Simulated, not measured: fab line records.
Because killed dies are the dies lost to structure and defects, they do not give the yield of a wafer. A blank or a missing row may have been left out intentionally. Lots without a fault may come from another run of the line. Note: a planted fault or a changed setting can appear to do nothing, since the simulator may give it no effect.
fab line records + flow sky130
[record]
- lots = 12
- wafers = 36
- last_day = 50
route steps=708 shown VT_ADJUST_HVTP@94 CONTACT@431 METAL1@435 VIA2@510
lots untouched by any fault: they come from a run of this same line in which no faults occurred
start_h: hours from the record's opening day to when the first of the lot's shown wafers began + wait_h: hours elapsed since this lot's preceding step + " as in the row above + L1.1+2: several wafers, shown together as one row + - no value, or no start given + * or withheld: withheld + < > ~ a bound
route shown NAME@n: names a module that has steps shown in the file, with the first one's number in the route + usual: mean and standard deviation over wafers with no fault + same: alike in all rows + chamber/n: place in a boat + sites: the reading at each site + _std_site: the values' standard deviation + _edge_site: inner sites' mean taken away from outer sites' mean + radius_mm: how far each site lies from the wafer's centre + mask NAME#n: copy n + behind: tool/chamber where the wafer was last shaped + hold: what put the lot on hold/how long, in hours/how the hold closed + device: the n, p or np transistor that did not switch + end of line: the same wafers' tests at the end of the route + a step without rows: its recipe alone + killed: dies lost to structure and defects at the first sort, not the wafer's yield + map: a wafer's dies, x killed, . not, _ none there
set.NAME: the setting that was run; set.NAME@STEP: the one run at that earlier step + model.NAME: the simulator's own value behind a step, which no gauge read
steps of the route over a sample of lots; a table a step, a row a wafer
services: a tool's chamber out of use, with start hour (start_h, from the record's first day; less than 0 if before it), hours out, and reason
[[steps]]
[step SKY_VT_ADJUST_HVTP_IMPLANT_09]
[recipe]
- species = As
- energy_kev = 150
- dose_cm2 = 4.3e+12
- tilt_deg = withheld
[usual]
- beam_on_s = 10.00/0.2
- dose_ions_cm2 = 4.3e+12/4.5e+09
- faraday_current_uA = 24.3/0.49
| lot.wafer | tool         | chamber | start_h | wait_h | beam_on_s | dose_ions_cm2 | faraday_current_uA |
|-----------|--------------|---------|---------|--------|-----------|---------------|--------------------|
| L913.2    | implanter-03 | 0       | 120.78  | 0.0    | 10.15     | 4.295e+12     | 23.9               |
| L913.4    | "            | 0       | "       | "      | 10.25     | 4.302e+12     | 23.8               |
| L913.5    | "            | 0       | "       | "      | 10.04     | 4.295e+12     | 24.2               |
| L914.1    | implanter-03 | 0       | 129.91  | 0.0    | 10.25     | 4.307e+12     | 23.6               |
| L914.2    | "            | 0       | "       | "      | 9.86      | 4.303e+12     | 24.6               |
| L914.3    | "            | 0       | "       | "      | 9.84      | 4.309e+12     | 24.8               |
| L916.1    | implanter-03 | 0       | 138.16  | 0.0    | 9.68      | 4.295e+12     | 25.1               |
| L916.2    | "            | 0       | "       | "      | 9.85      | 4.296e+12     | 24.6               |
| L916.5    | "            | 0       | "       | "      | 10.03     | 4.29e+12      | 24.3               |
| L918.1    | implanter-04 | 0       | 157.31  | 0.0    | 10.21     | 4.298e+12     | 23.8               |
| L918.3    | "            | 0       | "       | "      | 10.04     | 4.3e+12       | 24.1               |
| L918.4    | "            | 0       | "       | "      | 9.86      | 4.305e+12     | 24.5               |
| L919.2    | implanter-01 | 0       | 169.28  | 0.0    | 9.82      | 4.298e+12     | 24.6               |
| L919.3    | "            | 0       | "       | "      | 9.98      | 4.3e+12       | 24.4               |
| L919.4    | "            | 0       | "       | "      | 10.04     | 4.297e+12     | 24.1               |
| L920.2    | implanter-03 | 0       | 170.23  | 0.0    | 10.34     | 4.299e+12     | 23.4               |
| L920.4    | "            | 0       | "       | "      | 9.97      | 4.293e+12     | 24.4               |
| L920.5    | "            | 0       | "       | "      | 10.22     | 4.304e+12     | 23.6               |
| L924.2    | implanter-03 | 0       | 194.48  | 0.0    | 10.00     | 4.294e+12     | 24.4               |
| L924.3    | "            | 0       | "       | "      | 9.60      | 4.296e+12     | 25.2               |
| L924.6    | "            | 0       | "       | "      | 10.01     | 4.298e+12     | 24.3               |
| L926.1    | implanter-03 | 0       | 208.41  | 0.0    | 9.95      | 4.918e+12     | 27.8               |
| L926.2    | "            | 0       | "       | "      | 9.83      | 4.913e+12     | 28.2               |
| L926.4    | "            | 0       | "       | "      | 10.00     | 4.913e+12     | 27.8               |
| L929.1    | implanter-03 | 0       | 220.11  | 0.0    | 10.31     | 4.915e+12     | 26.8               |
| L929.2    | "            | 0       | "       | "      | 9.86      | 4.915e+12     | 28.2               |
| L929.5    | "            | 0       | "       | "      | 10.16     | 4.909e+12     | 27.2               |
| L933.3    | implanter-04 | 0       | 254.86  | 0.1    | 10.09     | 4.302e+12     | 24.1               |
| L933.4    | "            | 0       | "       | "      | 9.91      | 4.296e+12     | 24.4               |
| L933.6    | "            | 0       | "       | "      | 9.73      | 4.298e+12     | 24.8               |
| L934.1    | implanter-04 | 0       | 258.16  | 0.0    | 10.05     | 4.299e+12     | 24.2               |
| L934.2    | "            | 0       | "       | "      | 9.66      | 4.3e+12       | 25.1               |
| L934.3    | "            | 0       | "       | "      | 9.94      | 4.301e+12     | 24.6               |
| L935.2    | implanter-01 | 0       | 265.28  | 0.0    | 10.38     | 4.3e+12       | 23.3               |
| L935.3    | "            | 0       | "       | "      | 9.94      | 4.296e+12     | 24.4               |
| L935.4    | "            | 0       | "       | "      | 10.38     | 4.301e+12     | 23.4               |
[step SKY_VT_ADJUST_HVTP_TW_MEAS_11]
[usual]
- VT_ADJUST_HVTP_TW = 1358/6.2
| lot.wafer | tool          | chamber | start_h | wait_h | VT_ADJUST_HVTP_TW |
|-----------|---------------|---------|---------|--------|-------------------|
| L913.2    | film_metro-04 | -       | 121.02  | 0.1    | 1360              |
| L913.4    | "             | -       | "       | "      | 1349              |
| L913.5    | "             | -       | "       | "      | 1350              |
| L914.1    | film_metro-04 | -       | 130.16  | 0.1    | 1356              |
| L914.2    | "             | -       | "       | "      | 1354              |
| L914.3    | "             | -       | "       | "      | 1357              |
| L916.1    | film_metro-03 | -       | 138.41  | 0.1    | 1360              |
| L916.2    | "             | -       | "       | "      | 1353              |
| L916.5    | "             | -       | "       | "      | 1360              |
| L918.1    | film_metro-01 | -       | 157.56  | 0.1    | 1352              |
| L918.3    | "             | -       | "       | "      | 1356              |
| L918.4    | "             | -       | "       | "      | 1357              |
| L919.2    | film_metro-04 | -       | 169.52  | 0.1    | 1356              |
| L919.3    | "             | -       | "       | "      | 1356              |
| L919.4    | "             | -       | "       | "      | 1365              |
| L920.2    | film_metro-01 | -       | 170.47  | 0.1    | 1369              |
| L920.4    | "             | -       | "       | "      | 1360              |
| L920.5    | "             | -       | "       | "      | 1362              |
| L924.2    | film_metro-03 | -       | 194.72  | 0.1    | 1359              |
| L924.3    | "             | -       | "       | "      | 1357              |
| L924.6    | "             | -       | "       | "      | 1355              |
| L926.1    | film_metro-04 | -       | 208.66  | 0.1    | 1431              |
| L926.2    | "             | -       | "       | "      | 1422              |
| L926.4    | "             | -       | "       | "      | 1424              |
| L929.1    | film_metro-03 | -       | 220.36  | 0.1    | 1421              |
| L929.2    | "             | -       | "       | "      | 1414              |
| L929.5    | "             | -       | "       | "      | 1412              |
| L933.3    | film_metro-03 | -       | 255.08  | 0.1    | 1366              |
| L933.4    | "             | -       | "       | "      | 1371              |
| L933.6    | "             | -       | "       | "      | 1363              |
| L934.1    | film_metro-03 | -       | 258.41  | 0.1    | 1364              |
| L934.2    | "             | -       | "       | "      | 1365              |
| L934.3    | "             | -       | "       | "      | 1363              |
| L935.2    | film_metro-01 | -       | 265.52  | 0.1    | 1365              |
| L935.3    | "             | -       | "       | "      | 1362              |
| L935.4    | "             | -       | "       | "      | 1367              |
[step SKY_CONTACT_RS_MEAS_25]
[recipe]
- thk_meas_gauge = four-point-probe
- reads = W_of_CONTACT_CVD_24+TiN_of_CONTACT_SPUTTER_23
[usual]
- CONTACT_W_RS = 0.336/0.003
| lot.wafer | tool          | chamber | start_h | wait_h | CONTACT_W_RS[ohm/sq] |
|-----------|---------------|---------|---------|--------|----------------------|
| L913.2    | film_metro-04 | -       | 728.82  | 0.1    | 0.337                |
| L913.4    | "             | -       | "       | "      | 0.334                |
| L913.5    | "             | -       | "       | "      | 0.342                |
| L914.1    | film_metro-02 | -       | 739.82  | 0.1    | 0.335                |
| L914.2    | "             | -       | "       | "      | 0.341                |
| L914.3    | "             | -       | "       | "      | 0.339                |
| L916.1    | film_metro-02 | -       | 752.16  | 0.1    | 0.334                |
| L916.2    | "             | -       | "       | "      | 0.333                |
| L916.5    | "             | -       | "       | "      | 0.338                |
| L918.1    | film_metro-03 | -       | 784.27  | 0.1    | 0.335                |
| L918.3    | "             | -       | "       | "      | 0.336                |
| L918.4    | "             | -       | "       | "      | 0.335                |
| L920.2    | film_metro-02 | -       | 794.42  | 0.1    | 0.340                |
| L920.4    | "             | -       | "       | "      | 0.337                |
| L920.5    | "             | -       | "       | "      | 0.341                |
| L919.2    | film_metro-02 | -       | 796.34  | 0.1    | 0.345                |
| L919.3    | "             | -       | "       | "      | 0.342                |
| L919.4    | "             | -       | "       | "      | 0.342                |
| L924.2    | film_metro-02 | -       | 841.94  | 0.1    | 0.339                |
| L924.3    | "             | -       | "       | "      | 0.338                |
| L924.6    | "             | -       | "       | "      | 0.336                |
| L926.1    | film_metro-03 | -       | 845.63  | 0.1    | 0.334                |
| L926.2    | "             | -       | "       | "      | 0.333                |
| L926.4    | "             | -       | "       | "      | 0.334                |
| L929.1    | film_metro-03 | -       | 855.97  | 0.1    | 0.335                |
| L929.2    | "             | -       | "       | "      | 0.332                |
| L929.5    | "             | -       | "       | "      | 0.338                |
| L933.3    | film_metro-02 | -       | 896.14  | 0.1    | 0.341                |
| L933.4    | "             | -       | "       | "      | 0.339                |
| L933.6    | "             | -       | "       | "      | 0.339                |
| L934.1    | film_metro-02 | -       | 900.61  | 0.1    | 0.333                |
| L934.2    | "             | -       | "       | "      | 0.338                |
| L934.3    | "             | -       | "       | "      | 0.336                |
| L935.2    | film_metro-04 | -       | 907.40  | 0.1    | 0.338                |
| L935.3    | "             | -       | "       | "      | 0.334                |
| L935.4    | "             | -       | "       | "      | 0.331                |
[step SKY_METAL1_SPUTTER_01]
[recipe]
- material = TiN
- target_thk_nm = 20
- power_w = 6500
- time_s = 16.7
- chamber_pressure_pa = 0.4
[usual]
- throttle_valve_pct = 30.3/0.74
| lot.wafer | tool           | chamber | start_h | wait_h | throttle_valve_pct |
|-----------|----------------|---------|---------|--------|--------------------|
| L913.2    | pvd_sputter-02 | -       | 729.30  | 0.0    | 31.4               |
| L913.4    | "              | -       | "       | "      | 30.7               |
| L913.5    | "              | -       | "       | "      | 31.4               |
| L914.1    | pvd_sputter-02 | -       | 740.32  | 0.0    | 31.5               |
| L914.2    | "              | -       | "       | "      | 31.2               |
| L914.3    | "              | -       | "       | "      | 30.8               |
| L916.1    | pvd_sputter-03 | -       | 752.66  | 0.0    | 30.9               |
| L916.2    | "              | -       | "       | "      | 30.5               |
| L916.5    | "              | -       | "       | "      | 30.4               |
| L918.1    | pvd_sputter-01 | -       | 784.77  | 0.0    | 31.2               |
| L918.3    | "              | -       | "       | "      | 29.1               |
| L918.4    | "              | -       | "       | "      | 29.8               |
| L920.2    | pvd_sputter-01 | -       | 794.91  | 0.0    | 31.3               |
| L920.4    | "              | -       | "       | "      | 29.2               |
| L920.5    | "              | -       | "       | "      | 30.1               |
| L919.2    | pvd_sputter-01 | -       | 796.82  | 0.0    | 29.2               |
| L919.3    | "              | -       | "       | "      | 31.0               |
| L919.4    | "              | -       | "       | "      | 30.1               |
| L924.2    | pvd_sputter-02 | -       | 842.49  | 0.0    | 31.4               |
| L924.3    | "              | -       | "       | "      | 29.4               |
| L924.6    | "              | -       | "       | "      | 31.3               |
| L926.1    | pvd_sputter-03 | -       | 846.14  | 0.0    | 30.0               |
| L926.2    | "              | -       | "       | "      | 29.4               |
| L926.4    | "              | -       | "       | "      | 30.3               |
| L929.1    | pvd_sputter-03 | -       | 856.47  | 0.0    | 30.5               |
| L929.2    | "              | -       | "       | "      | 29.2               |
| L929.5    | "              | -       | "       | "      | 30.7               |
| L933.3    | pvd_sputter-03 | -       | 896.60  | 0.0    | 30.8               |
| L933.4    | "              | -       | "       | "      | 30.0               |
| L933.6    | "              | -       | "       | "      | 31.2               |
| L934.1    | pvd_sputter-03 | -       | 901.11  | 0.0    | 30.2               |
| L934.2    | "              | -       | "       | "      | 28.9               |
| L934.3    | "              | -       | "       | "      | 30.6               |
| L935.2    | pvd_sputter-03 | -       | 907.88  | 0.0    | 30.9               |
| L935.3    | "              | -       | "       | "      | 30.2               |
| L935.4    | "              | -       | "       | "      | 30.2               |
[step SKY_VIA2_BOW_MEAS_03]
[recipe]
- mode = bow
[usual]
- VIA2_BOW = 84/7
| lot.wafer | tool          | chamber | start_h | wait_h | VIA2_BOW[um] |
|-----------|---------------|---------|---------|--------|--------------|
| L913.2    | film_metro-02 | -       | 815.28  | 0.2    | 81           |
| L913.4    | "             | -       | "       | "      | 80           |
| L913.5    | "             | -       | "       | "      | 85           |
| L914.1    | film_metro-02 | -       | 825.77  | 0.2    | 81           |
| L914.2    | "             | -       | "       | "      | 71           |
| L914.3    | "             | -       | "       | "      | 69           |
| L916.1    | film_metro-03 | -       | 837.16  | 0.1    | 86           |
| L916.2    | "             | -       | "       | "      | 96           |
| L916.5    | "             | -       | "       | "      | 72           |
| L918.1    | film_metro-04 | -       | 868.27  | 0.1    | 79           |
| L918.3    | "             | -       | "       | "      | 89           |
| L918.4    | "             | -       | "       | "      | 89           |
| L920.2    | film_metro-02 | -       | 878.22  | 0.1    | 84           |
| L920.4    | "             | -       | "       | "      | 86           |
| L920.5    | "             | -       | "       | "      | 84           |
| L919.2    | film_metro-02 | -       | 880.54  | 0.2    | 80           |
| L919.3    | "             | -       | "       | "      | 87           |
| L919.4    | "             | -       | "       | "      | 65           |
| L924.2    | film_metro-03 | -       | 924.02  | 0.3    | 87           |
| L924.3    | "             | -       | "       | "      | 87           |
| L924.6    | "             | -       | "       | "      | 90           |
| L926.1    | film_metro-02 | -       | 927.67  | 0.1    | 86           |
| L926.2    | "             | -       | "       | "      | 82           |
| L926.4    | "             | -       | "       | "      | 86           |
| L929.1    | film_metro-02 | -       | 936.16  | 0.1    | 86           |
| L929.2    | "             | -       | "       | "      | 75           |
| L929.5    | "             | -       | "       | "      | 89           |
| L933.3    | film_metro-04 | -       | 975.19  | 0.2    | 84           |
| L933.4    | "             | -       | "       | "      | 86           |
| L933.6    | "             | -       | "       | "      | 91           |
| L934.1    | film_metro-02 | -       | 980.08  | 0.1    | 88           |
| L934.2    | "             | -       | "       | "      | 84           |
| L934.3    | "             | -       | "       | "      | 77           |
| L935.2    | film_metro-02 | -       | 985.69  | 0.2    | 100          |
| L935.3    | "             | -       | "       | "      | 77           |
| L935.4    | "             | -       | "       | "      | 77           |
[[services]]
| tool           | chamber | start_h | hours | kind   |
|----------------|---------|---------|-------|--------|
| implanter-04   | -       | 114.66  | 3.7   | pm     |
| pvd_sputter-02 | -       | 135.54  | 2.3   | repair |
| pvd_sputter-01 | -       | 171.53  | 3.4   | repair |
| implanter-04   | -       | 187.61  | 2.0   | repair |
| pvd_sputter-03 | -       | 203.42  | 2.1   | repair |
| pvd_sputter-03 | -       | 208.35  | 1.2   | repair |
| implanter-03   | -       | 233.50  | 4.1   | repair |
| implanter-03   | -       | 239.90  | 5.3   | pm     |
| implanter-03   | -       | 266.98  | 2.1   | repair |
| pvd_sputter-03 | -       | 274.17  | 8.2   | repair |
| implanter-03   | -       | 359.86  | 1.0   | repair |
| implanter-03   | -       | 406.04  | 3.6   | pm     |
| pvd_sputter-03 | -       | 435.86  | 1.6   | repair |
| implanter-03   | -       | 488.34  | 6.5   | pm     |
| pvd_sputter-03 | -       | 548.95  | 2.1   | repair |
| implanter-03   | -       | 571.60  | 5.9   | repair |
| pvd_sputter-03 | -       | 620.96  | 12.2  | repair |
| pvd_sputter-03 | -       | 649.45  | 2.1   | repair |
| pvd_sputter-03 | -       | 657.82  | 1.9   | repair |
| pvd_sputter-03 | -       | 676.66  | 3.6   | repair |
| implanter-03   | -       | 689.87  | 10.2  | repair |
| implanter-03   | -       | 729.29  | 5.1   | pm     |
| pvd_sputter-03 | -       | 875.78  | 9.2   | repair |
| pvd_sputter-03 | -       | 906.00  | 1.7   | repair |
[[key]]
[first_sign]
- step = SKY_VT_ADJUST_HVTP_IMPLANT_09
- reading = dose_ions_cm2
- direction = up
- sigmas = 99+
- usual = *
- struck = *
[effect]
- step = SKY_VT_ADJUST_HVTP_IMPLANT_09
- reading = faraday_current_uA
- direction = up
- sigmas = 7
- usual = 24.3
- struck = 27.7
[effect]
- step = SKY_VT_ADJUST_HVTP_TW_MEAS_11
- reading = VT_ADJUST_HVTP_TW
- direction = up
- sigmas = 10
- usual = 1358
- struck = 1421
met_at SKY_VT_ADJUST_HVTP_IMPLANT_09
struck_lots L926,L929
tester_left_out L926,L929
not_acting_at SKY_CONTACT_RS_MEAS_25,SKY_METAL1_SPUTTER_01,SKY_VIA2_BOW_MEAS_03
onset_between 194.48 208.41
[fault]
- kind = process_parameter_drift
- tool = implanter-03
- chamber = -
- onset_h = 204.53
- steps = SKY_VT_ADJUST_HVTP_IMPLANT_09
- channel = dose_cm2
- offset = *
- shape = step
- end_h = 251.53
- acts_in = *
- stated = *
// tester_left_out: of these lots the tester's yield and bins aren't shown, on N5 and GAA mostly nor the transistor test; their killed dies are dies lost to structure and defects alone, not to doping, threshold or leakage, so they don't give the yield
